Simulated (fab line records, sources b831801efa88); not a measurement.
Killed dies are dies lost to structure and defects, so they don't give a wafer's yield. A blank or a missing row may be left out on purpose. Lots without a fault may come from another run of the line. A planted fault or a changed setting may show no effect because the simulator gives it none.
fab line records | flow gf180mcu
record lots=6 wafers=18 last_day=33
route steps=602 shown V2@401 M3@409 V3@429
lots that met no fault: from a run of the same line without faults
start_h: hours from the record's first day to the start of the lot's first wafer shown | wait_h: hours since the lot's step before | " the same as in the row above | L1.1+2: a row that stands for several wafers | - no value, or no start given | * or withheld: withheld | < > ~ a bound
route shown NAME@n: a module of which the file shows steps, and the number in the route of the first | usual: mean/standard deviation of fault-free wafers | same: alike in all rows | chamber/n: place in a boat | sites: the reading at each site | _std_site: their standard deviation | _edge_site: outer sites' mean less inner sites' | radius_mm: how far each site lies from the wafer's centre | mask NAME#n: copy n | behind: the tool/chamber that last shaped the wafer | hold: why the lot was held/for how many hours/how that ended | device: the transistor (n, p or np) that didn't switch | end of line: the same wafers' tests at the end of the route | a step without rows: its recipe alone | killed: dies lost to structure and defects at the first sort, not the wafer's yield | map: a wafer's dies, x killed, . not, _ none there
set.NAME: the setting as run; set.NAME@STEP: as run at that earlier step | model.NAME: the simulator's own value behind a step, which no gauge read
lots at some steps of the route; a table a step, a row a wafer
services: from which hour (start_h, from the record's first day; less than 0 if before it) a tool's chamber was out of use, for how many hours, and why
## steps
# step GF_V2_STRIP_19
# recipe chemistry=post_etch_residue_remover time_s=1200 temp_c=72.5
# step GF_V2_CLEAN_20
# recipe chemistry=DIW dry=n2_spin
# step GF_V2_SPUTTER_21
# recipe material=Ti target_thk_nm=15 chamber_pressure_pa=5 power_w=2500 substrate_temp_c=200 time_s=80.02
# usual throttle_valve_pct=30.1/1
# columns lot.wafer tool chamber start_h wait_h throttle_valve_pct
L975.1 pvd_sputter-04 - 489.37 0.0 31.3
L975.2 " - " " 29.5
L975.5 " - " " 29.2
L980.1 pvd_sputter-01 - 537.13 0.0 27.9
L980.2 " - " " 30.2
L980.6 " - " " 30.2
L981.1 pvd_sputter-02 - 541.93 0.0 29.6
L981.2 " - " " 31.5
L981.6 " - " " 30.4
L987.2 pvd_sputter-01 - 595.12 0.0 31.1
L987.4 " - " " 30.2
L987.5 " - " " 30.3
L990.1 pvd_sputter-01 - 616.34 0.0 30.8
L990.3 " - " " 30.0
L990.6 " - " " 30.6
L992.3 pvd_sputter-04 - 633.99 0.0 29.3
L992.5 " - " " 29.2
L992.6 " - " " 31.4
# step GF_V2_SPUTTER_22
# recipe material=TiN target_thk_nm=10 chamber_pressure_pa=5 power_w=4000 time_s=40
# step GF_V2_CVD_23
# recipe material=W target_thk_nm=350 time_s=104.94 temp_c=400 pressure_torr=40
# usual heater_power_w=917/94
# columns lot.wafer tool chamber start_h wait_h heater_power_w
L975.1 cvd_w-02 1 489.47 0.0 966
L975.2 " 0 " " 779
L975.5 " 0 " " 775
L980.1 cvd_w-02 1 537.23 0.0 952
L980.2 " 1 " " 965
L980.6 " 1 " " 931
L981.1 cvd_w-01 1 542.03 0.0 838
L981.2 " 0 " " 1007
L981.6 " 0 " " 1005
L987.2 cvd_w-02 0 595.22 0.0 804
L987.4 " 0 " " 783
L987.5 " 1 " " 927
L990.1 cvd_w-02 0 616.44 0.0 798
L990.3 " 1 " " 970
L990.6 " 1 " " 961
L992.3 cvd_w-01 1 634.13 0.1 835
L992.5 " 0 " " 1072
L992.6 " 1 " " 847
# step GF_V2_RS_MEAS_24
# recipe thk_meas_gauge=four-point-probe reads=W_of_V2_CVD_23+TiN_of_V2_SPUTTER_22+Ti_of_V2_SPUTTER_21
# usual V2_W_RS=0.327/0.0055
# columns lot.wafer tool chamber start_h wait_h V2_W_RS[ohm/sq]
L975.1 film_metro-02 - 489.58 0.1 0.330
L975.2 " - " " 0.333
L975.5 " - " " 0.330
L980.1 film_metro-02 - 537.46 0.2 0.332
L980.2 " - " " 0.333
L980.6 " - " " 0.329
L981.1 film_metro-03 - 542.14 0.1 0.321
L981.2 " - " " 0.325
L981.6 " - " " 0.323
L987.2 film_metro-04 - 595.36 0.1 0.335
L987.4 " - " " 0.334
L987.5 " - " " 0.328
L990.1 film_metro-03 - 616.55 0.1 0.330
L990.3 " - " " 0.323
L990.6 " - " " 0.333
L992.3 film_metro-03 - 634.24 0.1 0.324
L992.5 " - " " 0.323
L992.6 " - " " 0.322
# step GF_V2_THK_MEAS_25
# recipe thk_meas_gauge=xrf reads=W_of_V2_CVD_23
# usual V2_W_THK=342/6.7
# columns lot.wafer tool chamber start_h wait_h V2_W_THK[nm]
L975.1 film_metro-02 - 489.70 0.1 333
L975.2 " - " " 329
L975.5 " - " " 333
L980.1 film_metro-02 - 537.58 0.1 333
L980.2 " - " " 333
L980.6 " - " " 337
L981.1 film_metro-03 - 542.26 0.1 348
L981.2 " - " " 346
L981.6 " - " " 348
L987.2 film_metro-04 - 595.47 0.1 336
L987.4 " - " " 338
L987.5 " - " " 342
L990.1 film_metro-03 - 616.67 0.1 341
L990.3 " - " " 349
L990.6 " - " " 339
L992.3 film_metro-03 - 634.34 0.1 353
L992.5 " - " " 351
L992.6 " - " " 353
# step GF_V2_CMP_26
# recipe stop_on=SiO2 down_force_psi=3.5 platen_rpm=60 t_overpolish_s=15 target_thk_nm=0 pad_velocity_m_s=0.94248
# step GF_M3_SPUTTER_00
# recipe material=Ti target_thk_nm=37.5 arriving_ion_energy_ev=80 substrate_temp_c=200 chamber_pressure_pa=2 power_w=4000 time_s=150
# step GF_M3_SPUTTER_01
# recipe material=TiN target_thk_nm=30 power_w=6500 time_s=25 chamber_pressure_pa=0.4
# usual throttle_valve_pct=30.1/1.1
# columns lot.wafer tool chamber start_h wait_h throttle_valve_pct
L975.1 pvd_sputter-03 - 490.16 0.1 29.2
L975.2 " - " " 31.3
L975.5 " - " " 31.0
L980.1 pvd_sputter-03 - 538.04 0.1 30.8
L980.2 " - " " 32.0
L980.6 " - " " 30.8
L981.1 pvd_sputter-03 - 542.72 0.1 29.0
L981.2 " - " " 31.9
L981.6 " - " " 32.0
L987.2 pvd_sputter-01 - 595.92 0.1 30.4
L987.4 " - " " 28.0
L987.5 " - " " 30.7
L990.1 pvd_sputter-04 - 617.17 0.1 30.3
L990.3 " - " " 31.4
L990.6 " - " " 30.6
L992.3 pvd_sputter-01 - 634.78 0.1 30.8
L992.5 " - " " 30.3
L992.6 " - " " 31.1
# step GF_M3_SPUTTER_02
# recipe material=AlCu target_thk_nm=450 power_w=10600 time_s=23.9 chamber_pressure_pa=0.4
# step GF_M3_SPUTTER_03
# recipe material=Ti target_thk_nm=10 substrate_temp_c=300 chamber_pressure_pa=0.3 power_w=3000 time_s=6.7
# step GF_M3_SPUTTER_04
# recipe material=TiN target_thk_nm=50 power_w=6500 time_s=41.7 chamber_pressure_pa=0.4
# usual throttle_valve_pct=30.1/1.1
# columns lot.wafer tool chamber start_h wait_h throttle_valve_pct model.TiN_of_M3_SPUTTER_04.thk_nm
L975.1 pvd_sputter-03 - 490.24 0.0 29.3 50.2
L975.2 " - " " 31.0 50.24
L975.5 " - " " 31.1 50.19
L980.1 pvd_sputter-03 - 538.12 0.0 31.0 50.69
L980.2 " - " " 31.8 44.77
L980.6 " - " " 30.9 50.57
L981.1 pvd_sputter-03 - 542.80 0.0 29.2 50.04
L981.2 " - " " 32.2 44.45
L981.6 " - " " 32.2 44.63
L987.2 pvd_sputter-01 - 596.00 0.0 30.6 49.66
L987.4 " - " " 27.9 50.43
L987.5 " - " " 30.5 50.01
L990.1 pvd_sputter-04 - 617.25 0.0 30.1 49.85
L990.3 " - " " 31.3 49.31
L990.6 " - " " 30.1 50.05
L992.3 pvd_sputter-01 - 634.86 0.0 30.9 50.04
L992.5 " - " " 30.0 50.27
L992.6 " - " " 30.9 50
# step GF_M3_RS_MEAS_05
# recipe thk_meas_gauge=four-point-probe reads=TiN_of_M3_SPUTTER_04+Ti_of_M3_SPUTTER_03+AlCu_of_M3_SPUTTER_02+TiN_of_M3_SPUTTER_01+Ti_of_M3_SPUTTER_00
# usual M3_ALCU_RS=0.0694/0.00082
# columns lot.wafer tool chamber start_h wait_h M3_ALCU_RS[ohm/sq]
L975.1 film_metro-01 - 490.28 0.0 0.0688
L975.2 " - " " 0.0705
L975.5 " - " " 0.0703
L980.1 film_metro-01 - 538.16 0.0 0.0692
L980.2 " - " " 0.0685
L980.6 " - " " 0.0691
L981.1 film_metro-04 - 542.84 0.0 0.0686
L981.2 " - " " 0.0689
L981.6 " - " " 0.0699
L987.2 film_metro-04 - 596.06 0.0 0.0686
L987.4 " - " " 0.0694
L987.5 " - " " 0.0681
L990.1 film_metro-01 - 617.29 0.0 0.0697
L990.3 " - " " 0.0694
L990.6 " - " " 0.0694
L992.3 film_metro-02 - 634.94 0.1 0.0694
L992.5 " - " " 0.0699
L992.6 " - " " 0.0689
# step GF_M3_THK_MEAS_06
# recipe thk_meas_gauge=xrf reads=AlCu_of_M3_SPUTTER_02
# usual M3_ALCU_THK=448/6.2
# columns lot.wafer tool chamber start_h wait_h M3_ALCU_THK[nm]
L975.1 film_metro-01 - 490.40 0.1 447
L975.2 " - " " 438
L975.5 " - " " 439
L980.1 film_metro-01 - 538.28 0.1 446
L980.2 " - " " 458
L980.6 " - " " 447
L981.1 film_metro-04 - 542.96 0.1 454
L981.2 " - " " 458
L981.6 " - " " 453
L987.2 film_metro-04 - 596.17 0.1 458
L987.4 " - " " 453
L987.5 " - " " 458
L990.1 film_metro-01 - 617.41 0.1 444
L990.3 " - " " 444
L990.6 " - " " 446
L992.3 film_metro-02 - 635.04 0.1 446
L992.5 " - " " 443
L992.6 " - " " 451
# step GF_M3_DEHYDRATE_07
# recipe temp_c=200 time_s=60
# step GF_M3_HMDS_08
# recipe prime_time_s=60 prime_temp_c=120
# step GF_M3_COAT_09
# recipe resist=KrF spin_rpm=withheld resist_thk_nm=1000
# step GF_M3_SOFTBAKE_10
# recipe temp_c=130 time_s=60 resist=KrF
# step GF_M3_EXPOSE_11
# recipe mask_id=Metal3 target_cd_nm=280 na=0.68 source_shape=conventional sigma_outer=0.6 dose_mj=28
# step GF_M3_PEB_12
# recipe peb_temp_c=135 peb_time_s=90 resist=KrF
# step GF_M3_DEVELOP_13
# recipe develop_time_s=60 dev_temp_c=21
# step GF_M3_CD_MEAS_14
# recipe target_cd_nm=280
# usual cd_nm=280.4/1.3
# columns lot.wafer tool chamber start_h wait_h cd_nm
L975.1 cd_sem-01 - 513.66 0.1 283.4
L975.2 " - " " 282.6
L975.5 " - " " 283.1
L980.1 cd_sem-01 - 559.81 0.1 278.9
L980.2 " - " " 278.9
L980.6 " - " " 279.2
L981.1 cd_sem-01 - 565.44 0.1 281.9
L981.2 " - " " 280.7
L981.6 " - " " 281.0
L987.2 cd_sem-01 - 616.79 0.1 279.6
L987.4 " - " " 280.0
L987.5 " - " " 279.0
L990.1 cd_sem-02 - 637.47 0.1 280.2
L990.3 " - " " 280.6
L990.6 " - " " 280.9
L992.3 cd_sem-02 - 655.38 0.1 280.0
L992.5 " - " " 281.4
L992.6 " - " " 281.8
# step GF_M3_OVL_MEAS_15
# usual M3_OVL=-1/4.9
# columns lot.wafer tool chamber start_h wait_h M3_OVL[nm]
L975.1 overlay-02 - 513.78 0.1 -1
L975.2 " - " " 2
L975.5 " - " " 5
L980.1 overlay-02 - 559.93 0.1 -1
L980.2 " - " " 2
L980.6 " - " " -6
L981.1 overlay-01 - 565.56 0.1 -4
L981.2 " - " " -2
L981.6 " - " " 3
L987.2 overlay-01 - 616.90 0.1 -1
L987.4 " - " " -2
L987.5 " - " " -3
L990.1 overlay-01 - 637.59 0.1 -2
L990.3 " - " " 1
L990.6 " - " " -4
L992.3 overlay-01 - 655.47 0.1 -7
L992.5 " - " " -5
L992.6 " - " " -1
# step GF_M3_METAL_ETCH_16
# recipe chemistry=Cl2/BCl3 mask_material=KrF target_depth_nm=627.5 stop_on=SiO2 pressure_mtorr=8 icp_w=800 bias_w=140 Cl2_flow_sccm=80 bcl3_flow_sccm=40 time_s=104.6
# usual bcl3_flow_sccm=40.01/0.11 chamber_pressure_mTorr=8.000/0.0078 drypump_motor_current_A=5.5/0.32 mfc_cl2_sccm=79.99/0.25 oes_product_au=0.972/0.0066 throttle_valve_pct=28.251/0.01
# columns lot.wafer tool chamber start_h wait_h bcl3_flow_sccm chamber_pressure_mTorr drypump_motor_current_A mfc_cl2_sccm oes_product_au rf_hours_counter_h throttle_valve_pct
L975.1 rie_metal-02 0 513.81 0.0 40.00 7.988 5.4 80.08 0.976 11 28.243
L975.2 " 1 " " 40.01 7.989 6.2 79.87 0.967 7 28.265
L975.5 " 0 " " 39.89 7.984 5.4 80.13 0.970 - 28.259
L980.1 rie_metal-04 1 559.96 0.0 40.08 7.990 5.6 80.06 0.974 3 28.252
L980.2 " 0 " " 40.11 8.004 5.6 80.25 0.966 6 28.257
L980.6 " 0 " " 40.16 8.004 5.5 80.17 0.977 - 28.243
L981.1 rie_metal-03 1 565.60 0.0 40.18 7.998 5.1 80.42 0.970 1 28.245
L981.2 " 0 " " 40.19 7.989 5.5 80.26 0.975 5 28.240
L981.6 " 1 " " 40.03 7.995 5.1 80.11 0.966 - 28.258
L987.2 rie_metal-02 0 616.93 0.0 39.74 8.023 5.4 80.30 0.981 0 28.270
L987.4 " 1 " " 40.09 7.999 6.2 79.85 0.971 - 28.238
L987.5 " 0 " " 39.75 7.997 5.4 79.55 0.973 - 28.244
L990.1 rie_metal-03 0 637.63 0.0 39.97 8.004 5.6 79.62 0.971 8 28.258
L990.3 " 1 " " 39.98 8.001 5.1 80.21 0.975 - 28.247
L990.6 " 0 " " 39.92 7.992 5.5 79.78 0.975 - 28.238
L992.3 rie_metal-04 1 655.53 0.1 40.22 8.003 5.6 80.01 0.968 - 28.242
L992.5 " 1 " " 40.10 8.012 5.6 79.82 0.967 - 28.259
L992.6 " 0 " " 40.18 7.990 5.5 80.29 0.962 - 28.236
# step GF_M3_STRIP_17
# recipe chemistry=O2/N2 power_w=1400 pressure_mtorr=1500 platen_temp_c=250 o2_flow_sccm=3000 n2_flow_sccm=300 overash_fraction=0.5
# usual chamber_pressure_mTorr=1499.8/1.4 drypump_motor_current_A=5.6/0.43 heater_power_w=334/17 oes_product_au=0.558/0.0049 strip_time_to_endpoint_s=7.88/0.047
# same overash_fraction=0.5
# columns lot.wafer tool chamber start_h wait_h chamber_pressure_mTorr drypump_motor_current_A heater_power_w oes_product_au rf_hours_counter_h strip_time_to_endpoint_s
L975.1 plasma_asher-01 0 513.92 0.1 1502.0 5.8 341 0.558 93 7.88
L975.2 " 1 " " 1500.9 5.8 335 0.554 93 7.87
L975.5 " 0 " " 1499.9 5.8 331 0.556 - 7.87
L980.1 plasma_asher-02 1 560.07 0.1 1501.3 5.0 372 0.564 71 7.85
L980.2 " 0 " " 1500.6 5.3 320 0.562 71 7.87
L980.6 " 0 " " 1498.9 5.3 313 0.553 - 7.85
L981.1 plasma_asher-02 1 565.71 0.1 1497.6 5.0 357 0.555 72 7.78
L981.2 " 0 " " 1499.8 5.3 317 0.558 72 7.87
L981.6 " 1 " " 1499.3 5.0 366 0.564 - 7.81
L987.2 plasma_asher-02 0 617.04 0.1 1502.4 5.3 327 0.559 77 7.89
L987.4 " 1 " " 1500.1 5.0 364 0.559 - 7.84
L987.5 " 0 " " 1500.8 5.3 325 0.552 - 7.93
L990.1 plasma_asher-04 1 637.78 0.1 1497.4 5.4 350 0.564 57 7.92
L990.3 " 0 " " 1500.6 6.3 318 0.549 - 7.83
L990.6 " 1 " " 1499.8 5.4 342 0.561 - 7.91
L992.3 plasma_asher-01 0 655.64 0.1 1501.2 5.8 329 0.561 - 7.91
L992.5 " 0 " " 1501.1 5.8 340 0.555 - 7.89
L992.6 " 1 " " 1500.4 5.8 328 0.563 - 7.92
# step GF_M3_STRIP_18
# recipe chemistry=post_etch_residue_remover time_s=1200 temp_c=72.5
# step GF_M3_CLEAN_19
# recipe chemistry=DIW dry=n2_spin
# step GF_V3_CVD_00
# recipe material=SiO2 target_thk_nm=600 sigma_open_frac=0.3 temp_c=400 time_s=100 sih4_flow_sccm=60 pressure_mtorr=6
# step GF_V3_THK_MEAS_01
# recipe reads=SiO2_of_V3_CVD_00
# usual V3_CVD_00_THK=598/6.7
# columns lot.wafer tool chamber start_h wait_h V3_CVD_00_THK[nm]
L975.1 film_metro-02 - 514.53 0.0 605
L975.2 " - " " 596
L975.5 " - " " 609
L980.1 film_metro-02 - 560.68 0.0 602
L980.2 " - " " 592
L980.6 " - " " 594
L981.1 film_metro-01 - 566.34 0.0 600
L981.2 " - " " 593
L981.6 " - " " 605
L987.2 film_metro-01 - 617.70 0.0 592
L987.4 " - " " 582
L987.5 " - " " 586
L990.1 film_metro-02 - 638.38 0.0 601
L990.3 " - " " 612
L990.6 " - " " 607
L992.3 film_metro-01 - 656.23 0.1 590
L992.5 " - " " 594
L992.6 " - " " 597
# step GF_V3_CVD_02
# recipe material=SiO2 target_thk_nm=850 precursor=TEOS temp_c=400 time_s=94.851 rf_w=600
# step GF_V3_THK_MEAS_03
# recipe reads=SiO2_of_V3_CVD_02
# usual V3_CVD_02_THK=854/10
# columns lot.wafer tool chamber start_h wait_h V3_CVD_02_THK[nm]
L975.1 film_metro-01 - 514.66 0.0 850
L975.2 " - " " 853
L975.5 " - " " 866
L980.1 film_metro-01 - 560.81 0.0 856
L980.2 " - " " 834
L980.6 " - " " 860
L981.1 film_metro-02 - 566.47 0.0 847
L981.2 " - " " 854
L981.6 " - " " 860
L987.2 film_metro-03 - 617.83 0.0 849
L987.4 " - " " 850
L987.5 " - " " 853
L990.1 film_metro-01 - 638.51 0.0 855
L990.3 " - " " 849
L990.6 " - " " 847
L992.3 film_metro-03 - 656.36 0.1 850
L992.5 " - " " 866
L992.6 " - " " 862
# step GF_V3_CMP_04
# recipe material=SiO2 down_force_psi=4 platen_rpm=60 pad_velocity_m_s=0.94248
# step GF_V3_BOW_MEAS_05
# recipe mode=bow
# usual V3_BOW=116/9.2
# columns lot.wafer tool chamber start_h wait_h V3_BOW[um]
L975.1 film_metro-03 - 515.02 0.2 123
L975.2 " - " " 108
L975.5 " - " " 122
L980.1 film_metro-01 - 561.17 0.1 123
L980.2 " - " " 113
L980.6 " - " " 122
L981.1 film_metro-02 - 566.98 0.1 101
L981.2 " - " " 99
L981.6 " - " " 99
L987.2 film_metro-03 - 618.42 0.3 116
L987.4 " - " " 103
L987.5 " - " " 110
L990.1 film_metro-01 - 638.87 0.2 120
L990.3 " - " " 112
L990.6 " - " " 115
L992.3 film_metro-01 - 656.74 0.2 131
L992.5 " - " " 129
L992.6 " - " " 125
# step GF_V3_DEHYDRATE_06
# recipe temp_c=200 time_s=60
# step GF_V3_HMDS_07
# recipe prime_time_s=60 prime_temp_c=120
# step GF_V3_COAT_08
# recipe resist=BARC temp_c=withheld time_s=withheld spin_rpm=withheld resist_thk_nm=withheld
# step GF_V3_COAT_09
# recipe resist=KrF spin_rpm=withheld resist_thk_nm=1000
# step GF_V3_SOFTBAKE_10
# recipe temp_c=130 time_s=60 resist=KrF
# step GF_V3_EXPOSE_11
# recipe mask_id=Via3 target_cd_nm=260 na=0.68 source_shape=conventional sigma_outer=0.6 dose_mj=38
# step GF_V3_PEB_12
# recipe peb_temp_c=135 peb_time_s=90 resist=KrF
# step GF_V3_DEVELOP_13
# recipe develop_time_s=60 resist=KrF dev_temp_c=21
# step GF_V3_STRIP_19
# recipe chemistry=post_etch_residue_remover time_s=1200 temp_c=72.5
# usual bath_guard_temp_C=72.5/0.45
# columns lot.wafer tool chamber start_h wait_h bath_guard_temp_C model.TiN_of_M3_SPUTTER_04.thk_nm
L975.1 wet_bench-02 2 538.18 0.1 72.2 49.36
L975.2 " 2 " " 72.2 49.4
L975.5 " 2 " " 72.2 49.36
L980.1 wet_bench-01 2 582.82 0.1 71.7 49.83
L980.2 " 2 " " 71.7 43.91
L980.6 " 2 " " 71.9 49.71
L981.1 wet_bench-01 2 589.17 0.1 71.7 49.2
L981.2 " 2 " " 72.3 43.61
L981.6 " 2 " " 71.8 43.79
L987.2 wet_bench-01 1 638.79 0.1 72.8 48.83
L987.4 " 1 " " 72.2 49.59
L987.5 " 1 " " 72.6 49.18
L990.1 wet_bench-03 3 658.44 0.1 72.6 49
L990.3 " 3 " " 72.9 48.46
L990.6 " 3 " " 72.8 49.2
L992.3 wet_bench-01 3 675.99 0.0 71.7 49.2
L992.5 " 3 " " 72.3 49.43
L992.6 " 3 " " 71.8 49.16
## services
# columns tool chamber start_h hours kind
plasma_asher-04 - 465.86 2.4 repair
cvd_w-02 0 480.37 4.1 repair
plasma_asher-01 - 521.72 7.1 repair
cvd_w-02 0 536.80 6.5 repair
rie_metal-03 1 539.26 11.2 repair
pvd_sputter-03 - 539.28 3.2 repair
pvd_sputter-04 - 546.96 13.0 repair
pvd_sputter-04 - 551.38 47.9 repair
pvd_sputter-02 - 557.02 1.4 repair
cvd_w-01 1 561.18 21.2 repair
rie_metal-02 1 561.80 12.1 repair
cvd_w-02 1 567.93 10.9 repair
plasma_asher-01 - 587.37 1.9 repair
rie_metal-04 - 597.22 28.1 pm
pvd_sputter-01 - 600.69 5.3 repair
pvd_sputter-04 - 603.04 1.2 repair
plasma_asher-02 - 605.46 2.7 repair
pvd_sputter-01 - 609.77 1.6 repair
cvd_w-02 0 616.79 8.8 repair
pvd_sputter-01 - 621.88 10.5 repair
cvd_w-01 1 627.26 5.3 repair
plasma_asher-02 - 628.24 1.8 repair
rie_metal-02 - 629.87 0.3 repair
cvd_w-01 1 642.02 5.5 repair
## key
first_sign none at tools or gauges
model_effect step=GF_M3_SPUTTER_04 value=TiN_of_M3_SPUTTER_04.thk_nm without=49.93 struck=44.62
model_effect step=GF_V3_STRIP_19 value=TiN_of_M3_SPUTTER_04.thk_nm without=49.08 struck=43.77
met_at GF_M3_SPUTTER_04
struck_wafers L980.2,L981.2,L981.6
fault kind=process_parameter_drift tool=pvd_sputter-03 chamber=- onset_h=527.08 steps=GF_M3_SPUTTER_04 channel=time_s offset=* shape=step end_h=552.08 acts_in=* stated=* scope=struck_wafers_only
